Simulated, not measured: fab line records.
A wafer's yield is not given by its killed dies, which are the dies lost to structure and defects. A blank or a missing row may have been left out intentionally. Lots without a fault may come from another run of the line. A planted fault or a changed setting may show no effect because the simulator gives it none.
fab line records ; flow sky130
record lots=4; wafers=12; last-day=50
route steps=708 shown SD_N@351 SALICIDE@361 LI_CONTACT@362 LOCAL_INTERCONNECT@387 PAD_OPEN@708
lots untouched by any fault: they come from a run of this same line in which no faults occurred
start-h: the number of hours between the record's first day and the start of the first shown wafer of the lot ; wait-h: how many hours have passed since the lot's step before this one ; " the same as in the row above ; L1.1+2: a single row standing in for several wafers ; - no value present, or no start provided ; * or withheld: withheld ; < > ~ a bound
route shown NAME@n: a module of which the file shows steps, and the number in the route of the first ; usual: mean and standard deviation over wafers with no fault ; same: alike in all rows ; chamber/n: place in a boat ; sites: the reading at each site ; _std_site: how widely they spread, as a standard deviation ; _edge_site: inner sites' mean taken away from outer sites' mean ; radius-mm: how far each site lies from the wafer's centre ; mask NAME#n: copy n ; behind: the last tool/chamber to shape the wafer ; hold: why the lot was held/for how many hours/how that ended ; device: the n, p or np transistor that did not switch ; end of line: tests of these same wafers at the route's end ; where a step has no rows: the recipe by itself ; killed: at the first sort, the dies lost to defects and structure; wafer yield is something else ; map: a wafer's dies, marking killed ones x, the rest . and places with no die _
set.NAME: the run value of the setting; set.NAME@STEP: its run value at that earlier step ; model.NAME: the simulator's own value behind a step, which no gauge read
lots at selected steps of the route; one table per step, one row per wafer
services: from which hour (start-h, from the record's first day; less than 0 if before it) a tool's chamber was out of use, for how many hours, and why
## steps
# step SKY_SD_N_IMPLANT_09
# recipe species=As; energy-kev=50; dose-cm2=4e+15; tilt-deg=0
# step SKY_SD_N_IMPLANT_10
# recipe species=P; energy-kev=20; dose-cm2=1e+14; tilt-deg=0
# step SKY_SD_N_STRIP_11
# recipe chemistry=O2/N2; power-w=1400; pressure-mtorr=1500; platen-temp-c=withheld; o2-flow-sccm=3000; n2-flow-sccm=300; overash-fraction=0.5
# step SKY_SD_N_CLEAN_13
# recipe chemistry=SC1/SC2; mix=1:4:20; temp-c=70; time-s=150; dry=n2-spin
# step SKY_SD_N_RTA_14
# recipe temp-c=1075; time-s=2; idle-temp-c=650; ramp-up-c-per-s=150; ramp-down-c-per-s=90; ambient=N2
# step SKY_SALICIDE_CLEAN_00
# recipe chemistry=HF-last; time-s=30; dilution=100:1; dry=ipa-marangoni
# step SKY_LI_CONTACT_HDPCVD_00
# recipe material=PSG; target-thk-nm=930; sigma-open-frac=0.3; time-s=155; temp-c=600; sih4-flow-sccm=60; pressure-mtorr=6
lot.wafer;tool;chamber;start-h;wait-h;model.PSG_of_LI_CONTACT_HDPCVD_00.thk-nm
L986.2;hdpcvd-01;0;711.88;0.0;379.6
L986.5;hdpcvd-01;1;711.88;0.0;942.2
L986.6;hdpcvd-01;0;711.88;0.0;373.9
L987.1;hdpcvd-01;1;714.04;0.0;935.7
L987.4;hdpcvd-01;0;714.04;0.0;942.3
L987.6;hdpcvd-01;1;714.04;0.0;377.9
L999.1;hdpcvd-01;1;796.09;0.0;936.6
L999.4;hdpcvd-01;1;796.09;0.0;931.9
L999.5;hdpcvd-01;0;796.09;0.0;949.7
L101.1;hdpcvd-02;0;810.13;0.0;945.1
L101.3;hdpcvd-02;2;810.13;0.0;933.1
L101.5;hdpcvd-02;2;810.13;0.0;927.5
# step SKY_LI_CONTACT_THK_MEAS_01
# recipe reads=PSG_of_LI_CONTACT_HDPCVD_00
# usual LI_CONTACT_HDPCVD_THK=937/8.2
lot.wafer;tool;chamber;start-h;wait-h;LI_CONTACT_HDPCVD_THK[nm]
L986.2;film-metro-03;-;711.99;0.1;380
L986.5;film-metro-03;-;711.99;0.1;942
L986.6;film-metro-03;-;711.99;0.1;374
L987.1;film-metro-01;-;714.14;0.1;935
L987.4;film-metro-01;-;714.14;0.1;942
L987.6;film-metro-01;-;714.14;0.1;378
L999.1;film-metro-04;-;796.19;0.1;936
L999.4;film-metro-04;-;796.19;0.1;932
L999.5;film-metro-04;-;796.19;0.1;950
L101.1;film-metro-03;-;810.23;0.1;945
L101.3;film-metro-03;-;810.23;0.1;933
L101.5;film-metro-03;-;810.23;0.1;927
# step SKY_LI_CONTACT_CMP_02
# recipe material=PSG; down-force-psi=4; platen-rpm=60; pad-velocity-m-s=0.94248
# usual motor-current-A=11.6/1.4; retaining-ring-pressure-frac=0.999/0.0047; slurry-filter-dp-kPa=13.51/0.14; slurry-flow-ml-min=150.0/0.44; time-to-endpoint-s=34/3.5
lot.wafer;tool;chamber;start-h;wait-h;motor-current-A;retaining-ring-pressure-frac;slurry-filter-dp-kPa;slurry-flow-ml-min;time-to-endpoint-s
L986.2;cmp-01;3;712.19;0.2;11.6;1.000;13.58;149.7;4
L986.6;cmp-01;0;712.19;0.2;13.1;0.998;13.70;149.6;10
L986.5;cmp-01;1;712.19;0.2;11.4;0.997;13.46;150.1;38
L987.1;cmp-01;1;714.30;0.1;12.0;1.003;13.39;150.0;36
L987.4;cmp-01;2;714.30;0.1;13.4;1.005;13.35;150.4;31
L987.6;cmp-01;3;714.30;0.1;11.5;1.002;13.53;150.2;1
L999.1;cmp-01;0;796.30;0.1;13.4;0.996;13.47;150.1;38
L999.4;cmp-01;2;796.30;0.1;13.5;1.006;13.10;149.4;30
L999.5;cmp-01;3;796.30;0.1;11.8;0.995;13.58;150.2;31
L101.1;cmp-02;3;810.29;0.1;11.9;0.999;13.81;150.8;31
L101.3;cmp-02;2;810.29;0.1;11.5;0.999;13.46;150.0;37
L101.5;cmp-02;0;810.29;0.1;11.3;1.001;13.46;150.9;35
# step SKY_LI_CONTACT_DEHYDRATE_04
# recipe temp-c=200; time-s=60
# step SKY_LI_CONTACT_HMDS_05
# recipe prime-time-s=60; prime-temp-c=120
# step SKY_LI_CONTACT_COAT_06
# recipe resist=BARC; temp-c=withheld; time-s=withheld; spin-rpm=3000; resist-thk-nm=60
# step SKY_LI_CONTACT_COAT_07
# recipe resist=KrF-thick; spin-rpm=3000; resist-thk-nm=450
# step SKY_LI_CONTACT_SOFTBAKE_08
# recipe temp-c=100; time-s=90; resist=KrF-thick
# step SKY_LI_CONTACT_EXPOSE_09
# recipe mask-id=LICM1; na=0.8; source-shape=annular; sigma-inner=0.55; sigma-outer=0.85; target-cd-nm=170; dose-mj=38
# step SKY_LI_CONTACT_PEB_10
# recipe peb-temp-c=withheld; peb-time-s=withheld; resist=KrF-thick
# step SKY_LI_CONTACT_DEVELOP_11
# recipe develop-time-s=60; resist=KrF-thick; dev-temp-c=21
# step SKY_LI_CONTACT_ETCH_14
# recipe chemistry=N2/H2; target=BARC; ion-energy-ev=200; source-w=500; bias-w=100; pressure-mtorr=30; n2-flow-sccm=100; h2-flow-sccm=200; stop-on=SiO2; time-s=45.9; target-depth-a=600
# step SKY_LI_CONTACT_ETCH_15
# recipe target=PSG; chemistry=C4F8/O2/Ar; stop-on=Si; taper-deg=4.15; mask-material=KrF-thick; source-w=1500; bias-w=1200; pressure-mtorr=40; c4f8-flow-sccm=withheld; O2_flow_sccm=6; Ar_flow_sccm=300; time-s=withheld; target-depth-a=6000
# usual oes-product-au=0.838/0.0047
lot.wafer;tool;chamber;start-h;wait-h;oes-product-au;model.LI_CONTACT.feature-depth-nm;model.etch.depth-nm
L986.2;rie-diel-01;2;739.61;0.0;0.671;379.6;379.6
L986.5;rie-diel-01;2;739.61;0.0;0.831;598;598
L986.6;rie-diel-01;3;739.61;0.0;0.666;373.9;373.9
L987.1;rie-diel-03;1;742.15;0.0;0.833;599.2;599.2
L987.4;rie-diel-03;3;742.15;0.0;0.839;596.1;596.1
L987.6;rie-diel-03;1;742.15;0.0;0.662;377.9;377.9
L999.1;rie-diel-03;2;823.27;0.0;0.841;598.7;598.7
L999.4;rie-diel-03;0;823.27;0.0;0.825;596.8;596.8
L999.5;rie-diel-03;1;823.27;0.0;0.833;597.8;597.8
L101.1;rie-diel-02;1;836.66;0.0;0.836;596.8;596.8
L101.3;rie-diel-02;0;836.66;0.0;0.842;598.4;598.4
L101.5;rie-diel-02;1;836.66;0.0;0.833;597.7;597.7
# step SKY_LI_CONTACT_STRIP_16
# recipe chemistry=O2/N2; power-w=1400; pressure-mtorr=1500; platen-temp-c=withheld; o2-flow-sccm=3000; n2-flow-sccm=300; overash-fraction=0.5
# step SKY_LI_CONTACT_CLEAN_17
# recipe chemistry=NMP; time-s=600; temp-c=60; dry=n2-spin
# step SKY_LI_CONTACT_PRE_CLEAN_18
# recipe gas=Ar; time-s=5.6; bias-v=358
# step SKY_LI_CONTACT_SPUTTER_19
# recipe material=Ti; target-thk-nm=20; chamber-pressure-pa=5; power-w=2500; substrate-temp-c=200; time-s=106.37
# step SKY_LI_CONTACT_SPUTTER_20
# recipe material=TiN; target-thk-nm=20; chamber-pressure-pa=5; power-w=4000; time-s=80
# step SKY_LI_CONTACT_CVD_21
# recipe material=W; target-thk-nm=400; time-s=120.56; temp-c=400; pressure-torr=40
# step SKY_LI_CONTACT_CMP_24
# recipe stop-on=PSG; t-overpolish-s=20; down-force-psi=3.5; platen-rpm=60; target-thk-nm=0; pad-velocity-m-s=0.94248
# usual motor-current-A=10.6/1.3; overpolish-run-s=20.000/0.0087; retaining-ring-pressure-frac=1.000/0.0051; slurry-filter-dp-kPa=13.50/0.14; slurry-flow-ml-min=149.9/0.49; time-to-endpoint-s=97/5.2
lot.wafer;tool;chamber;start-h;wait-h;motor-current-A;overpolish-run-s;retaining-ring-pressure-frac;slurry-filter-dp-kPa;slurry-flow-ml-min;time-to-endpoint-s;model.PSG_of_LI_CONTACT_HDPCVD_00.thk-nm
L986.2;cmp-02;1;740.52;0.1;8.7;19.997;0.996;13.59;150.0;100;370.1
L986.6;cmp-02;0;740.52;0.1;9.8;20.005;1.004;13.28;150.1;107;364.5
L986.5;cmp-02;1;740.52;0.1;8.3;19.996;0.996;13.38;149.6;94;588.5
L987.1;cmp-01;2;743.05;0.1;12.6;19.997;0.998;13.43;149.7;88;589.8
L987.4;cmp-01;0;743.05;0.1;12.6;20.009;0.998;13.58;149.4;96;586.6
L987.6;cmp-01;2;743.05;0.1;12.0;19.990;0.997;13.63;150.5;88;368.4
L999.1;cmp-01;0;824.09;0.1;12.9;19.994;0.997;13.26;150.7;98;589.3
L999.4;cmp-01;2;824.09;0.1;12.6;19.996;0.999;13.36;150.8;95;587.3
L999.5;cmp-01;1;824.09;0.1;10.4;20.002;0.989;13.52;149.9;98;588.3
L101.3;cmp-02;1;837.70;0.2;8.7;19.996;1.006;13.60;149.6;90;588.9
L101.1;cmp-02;2;837.70;0.2;10.9;20.011;0.991;13.44;150.1;103;587.3
L101.5;cmp-02;1;837.70;0.2;8.8;19.996;1.005;13.43;149.1;92;588.2
# step SKY_LOCAL_INTERCONNECT_SPUTTER_00
# recipe material=TiN; target-thk-nm=100; temp-c=300; power-w=6500; time-s=83.3; chamber-pressure-pa=0.4
# step SKY_PAD_OPEN_PROBE_99
# usual killed_at_M0_to_M3=42/6.1; killed_at_M4_up=3.3/1.7; killed-at-contacts=25/5.4; killed-at-front-end=16/4.6; killed-at-other=0.4/0.55; killed-dies=87/8.8; killed-open=47/7.1; killed-short=40/5.8
# same gross-dies=492; killed-at-back-side=0
lot.wafer;tool;chamber;start-h;wait-h;killed_at_M0_to_M3;killed_at_M4_up;killed-at-contacts;killed-at-front-end;killed-at-other;killed-dies;killed-open;killed-short;model.etest.cap-li-to-poly.c-af-um2;model.etest.licon-pdiff.rc-ohm;model.etest.nfet-g5v0d10v5.r-on-ohm-um;model.etest.licon-high-po.rc-ohm;model.etest.nfet_01v8.r-on-ohm-um;model.etest.licon-ndiff.rc-ohm;model.etest.sonos-uncharged.r-on-ohm-um;model.etest.licon-poly.rc-ohm
L986.2;prober-02;-;1115.94;0.1;25;1;30;18;0;74;41;32;251.2;511.1;1851;301.2;831;148.2;781.4;129.8
L986.5;prober-02;-;1116.09;0.2;45;5;23;23;1;97;56;41;97.32;596.3;1907;355.9;852.7;187.2;832;155.1
L986.6;prober-02;-;1116.14;0.2;45;1;38;16;1;101;53;46;267.9;519;1828;298.2;784.4;141;773.7;128.7
L987.1;prober-02;-;1121.48;0.1;41;0;19;17;0;77;40;33;101.5;585.9;1920;362.6;840.1;179.9;823.4;152.3
L987.4;prober-02;-;1121.63;0.2;40;3;21;21;0;85;39;46;99.47;585;1900;349;845.6;182.8;820.4;154.5
L987.6;prober-02;-;1121.73;0.2;35;5;20;12;0;72;30;42;269.1;516.5;1869;306.2;805.3;150.5;789.9;129.3
L999.1;prober-01;-;1176.05;0.1;33;2;21;17;0;73;32;41;98.68;600.9;1854;338.4;829.1;180;811;153.6
L999.4;prober-01;-;1176.20;0.2;40;6;28;10;0;84;47;35;101.6;588.1;1898;357.6;833.7;184.3;809.1;153.6
L999.5;prober-01;-;1176.25;0.2;45;4;21;25;0;95;42;53;100.6;557.8;1860;338.1;824;181.5;818.4;147.4
L101.1;prober-01;-;1188.45;0.1;45;4;28;19;0;96;53;43;101.4;594.2;1942;355.7;882.7;186.7;819.3;152.7
L101.3;prober-01;-;1188.55;0.2;40;2;29;13;0;84;48;36;100.9;598.7;1903;370.6;844.1;189.2;825.8;153.6
L101.5;prober-01;-;1188.65;0.2;38;6;26;9;1;80;40;40;95.39;609.4;1907;358.3;844.5;186.1;792.1;151.6
# killed by level:class
L986.2 CONTACT:geometric-particle:open=12 VIA1:geometric-particle:open=9 LI_CONTACT:geometric-particle:open=6 LI_CONTACT:geometric-particle:short=5 CONTACT:geometric-particle:short=5 VIA2:geometric-particle:open=5 POLY_GATE:geometric-particle:short=4 FIELD_ISO:geometric-particle:short=3
L986.5 VIA1:geometric-particle:open=11 LI_CONTACT:geometric-particle:open=10 CONTACT:geometric-particle:open=9 POLY_GATE:geometric-particle:short=8 VIA2:geometric-particle:open=8 VIA3:geometric-particle:open=7 FIELD_ISO:geometric-particle:open=5 VIA1:geometric-particle:short=5
L986.6 LI_CONTACT:geometric-particle:open=12 VIA1:geometric-particle:open=12 CONTACT:geometric-particle:open=9 VIA2:geometric-particle:open=7 LOCAL_INTERCONNECT:geometric-particle:short=6 METAL2:geometric-particle:short=6 POLY_GATE:geometric-particle:open=5 LI_CONTACT:geometric-particle:short=5
L987.1 VIA1:geometric-particle:open=7 LI_CONTACT:geometric-particle:open=6 VIA2:geometric-particle:open=6 VIA3:geometric-particle:open=6 CONTACT:geometric-particle:open=5 METAL1:geometric-particle:short=5 VIA2:geometric-particle:short=4 POLY_GATE:area-etch=4
L987.4 METAL1:geometric-particle:short=9 LI_CONTACT:geometric-particle:open=8 CONTACT:geometric-particle:open=6 VIA3:geometric-particle:short=6 FIELD_ISO:geometric-particle:open=5 FIELD_ISO:geometric-particle:short=4 VIA1:geometric-particle:open=4 VIA1:geometric-particle:short=4
L987.6 METAL2:geometric-particle:short=8 METAL1:geometric-particle:short=6 CONTACT:geometric-particle:short=5 CONTACT:geometric-particle:open=5 VIA3:geometric-particle:open=5 FIELD_ISO:geometric-particle:short=4 LOCAL_INTERCONNECT:geometric-particle:short=4 VIA1:geometric-particle:short=4
L999.1 VIA1:geometric-particle:open=9 FIELD_ISO:geometric-particle:open=6 CONTACT:geometric-particle:short=6 LI_CONTACT:geometric-particle:open=6 VIA1:geometric-particle:short=6 METAL2:geometric-particle:short=5 FIELD_ISO:geometric-particle:short=4 LI_CONTACT:geometric-particle:short=4
L999.4 CONTACT:geometric-particle:open=9 VIA1:geometric-particle:open=8 VIA2:geometric-particle:open=7 VIA3:geometric-particle:open=7 LI_CONTACT:geometric-particle:short=6 CONTACT:geometric-particle:short=6 VIA2:geometric-particle:short=6 LI_CONTACT:geometric-particle:open=5
L999.5 VIA1:geometric-particle:open=10 POLY_GATE:geometric-particle:short=8 LI_CONTACT:geometric-particle:open=7 METAL1:geometric-particle:short=7 FIELD_ISO:geometric-particle:open=6 METAL2:geometric-particle:short=6 FIELD_ISO:geometric-particle:short=5 VIA1:geometric-particle:short=5
L101.1 CONTACT:geometric-particle:open=9 VIA3:geometric-particle:open=9 VIA1:geometric-particle:open=8 LOCAL_INTERCONNECT:geometric-particle:short=7 METAL1:geometric-particle:short=6 POLY_GATE:geometric-particle:open=6 VIA2:geometric-particle:open=6 LI_CONTACT:geometric-particle:open=5
L101.3 CONTACT:geometric-particle:open=13 VIA1:geometric-particle:open=11 LI_CONTACT:geometric-particle:open=6 VIA3:geometric-particle:open=6 CONTACT:geometric-particle:short=5 METAL1:geometric-particle:short=5 VIA2:geometric-particle:open=4 LOCAL_INTERCONNECT:geometric-particle:short=3
L101.5 VIA1:geometric-particle:open=9 CONTACT:geometric-particle:open=8 VIA1:geometric-particle:short=8 VIA2:geometric-particle:open=8 LI_CONTACT:geometric-particle:open=5 CONTACT:geometric-particle:short=5 METAL4:geometric-particle:short=5 LOCAL_INTERCONNECT:geometric-particle:short=4
## services
tool;chamber;start-h;hours;kind
rie-diel-01;3;689.05;5.8;repair
rie-diel-03;0;694.69;17.0;repair
hdpcvd-01;2;697.41;2.9;repair
rie-diel-01;1;700.92;-;clean
rie-diel-01;1;700.92;29.8;scheduled-down
rie-diel-01;1;700.92;29.8;vent-cycle
rie-diel-01;3;708.01;8.9;repair
cmp-02;-;709.12;4.5;pm
rie-diel-03;0;712.53;45.7;repair
rie-diel-03;3;717.16;5.0;repair
rie-diel-02;3;727.79;2.2;repair
cmp-01;-;739.46;2.1;repair
cmp-01;-;748.47;4.0;pm
cmp-01;-;752.47;-;consumable-replace:conditioner
cmp-01;-;752.47;-;consumable-replace:pad
hdpcvd-01;-;784.55;2.3;repair
rie-diel-01;0;786.01;7.8;repair
rie-diel-01;3;793.68;2.7;repair
cmp-01;-;797.47;6.1;pm
cmp-01;-;803.60;4.8;pm
cmp-02;-;803.77;0.6;repair
cmp-01;-;804.68;4.7;repair
rie-diel-01;0;807.96;33.3;repair
rie-diel-02;3;830.95;-;clean
## key
first-sign step=SKY_LI_CONTACT_THK_MEAS_01; reading=LI_CONTACT_HDPCVD_THK; direction=down; sigmas=68; usual=937; struck=377
effect step=SKY_LI_CONTACT_CMP_02; reading=time-to-endpoint-s; direction=down; sigmas=8.1; usual=*; struck=*
effect step=SKY_LI_CONTACT_ETCH_15; reading=oes-product-au; direction=down; sigmas=37; usual=0.838; struck=0.666
model-effect step=SKY_LI_CONTACT_HDPCVD_00; value=PSG_of_LI_CONTACT_HDPCVD_00.thk-nm; without=940.1; struck=377.1
model-effect step=SKY_LI_CONTACT_ETCH_15; value=LI_CONTACT.feature-depth-nm; without=596.7; struck=377.1
model-effect step=SKY_LI_CONTACT_CMP_24; value=PSG_of_LI_CONTACT_HDPCVD_00.thk-nm; without=587.3; struck=367.7
model-effect step=SKY_PAD_OPEN_PROBE_99; value=etest.cap-li-to-poly.c-af-um2; without=98.04; struck=262.8
met-at SKY_LI_CONTACT_HDPCVD_00
struck-wafers L986.2,L986.6,L987.6
tester-left-out L986,L987
fault kind=process-parameter-drift; tool=hdpcvd-01; chamber=-; onset-h=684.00; steps=SKY_LI_CONTACT_HDPCVD_00; channel=target-thk-nm; offset=-563.01; shape=step; end-h=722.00; scope=struck-wafers-only; acts-in=these-recipes-only; stated=930
# tester-left-out: of these lots the tester's yield and bins aren't shown, on N5 and GAA mostly nor the transistor test; their killed dies are dies lost to structure and defects alone, not to doping, threshold or leakage, so they don't give the yield
